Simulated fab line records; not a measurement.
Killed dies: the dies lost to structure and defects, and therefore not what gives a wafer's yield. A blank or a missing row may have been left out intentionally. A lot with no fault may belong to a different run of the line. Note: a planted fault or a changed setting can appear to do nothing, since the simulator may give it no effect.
Matching of chambers / flow gf180mcu / GF_V5_CMP_04 on cmp-01 has 4 sister chambers
The step polishes SiO2. 4 wafers are shown with their chamber, then 8 later ones without.

== EACH WAFER AND ITS CHAMBER ==
wafer=L804.2; chamber=0; motor_current_A (A)=10.7
wafer=L805.2; chamber=1; motor_current_A (A)=10.2
wafer=L805.3; chamber=2; motor_current_A (A)=11.1
wafer=L808.1; chamber=3; motor_current_A (A)=11.9

== WAFERS WHOSE CHAMBER IS MISSING ==
wafer=L808.3; motor_current_A (A)=11.0
wafer=L808.6; motor_current_A (A)=11.8
wafer=L812.1; motor_current_A (A)=11.3
wafer=L812.3; motor_current_A (A)=11.7
wafer=L812.4; motor_current_A (A)=10.2
wafer=L823.4; motor_current_A (A)=10.1
wafer=L823.5; motor_current_A (A)=10.6
wafer=L823.6; motor_current_A (A)=11.2

== WHICH CHAMBER EACH WENT THROUGH ==
wafer=L808.3; from the rows above=can't be placed: 2 or 0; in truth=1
wafer=L808.6; from the rows above=3; in truth=3
wafer=L812.1; from the rows above=2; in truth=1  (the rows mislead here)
wafer=L812.3; from the rows above=3; in truth=3
wafer=L812.4; from the rows above=1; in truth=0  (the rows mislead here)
wafer=L823.4; from the rows above=1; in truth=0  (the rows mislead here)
wafer=L823.5; from the rows above=0; in truth=0
wafer=L823.6; from the rows above=2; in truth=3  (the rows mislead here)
Correct placement for 3 of the 8. From these rows, 1 cannot be placed; in 0 the true chamber is one of the candidates. Wrongly placed: 4.
How it was worked out, from the rows above alone: a wafer's distance from a chamber is the root of the sum, over the readings, of the square of ((its reading less the chamber's mean) divided by the reading's scatter). The wafer belongs to the nearest chamber; if the next one is less than 2 further off, it can't be placed. The mean given for a chamber averages the wafers shown for that chamber. The scatter: with one shown wafer a chamber, the root of the mean of the squares of how far each hidden wafer lies from its nearest shown one.
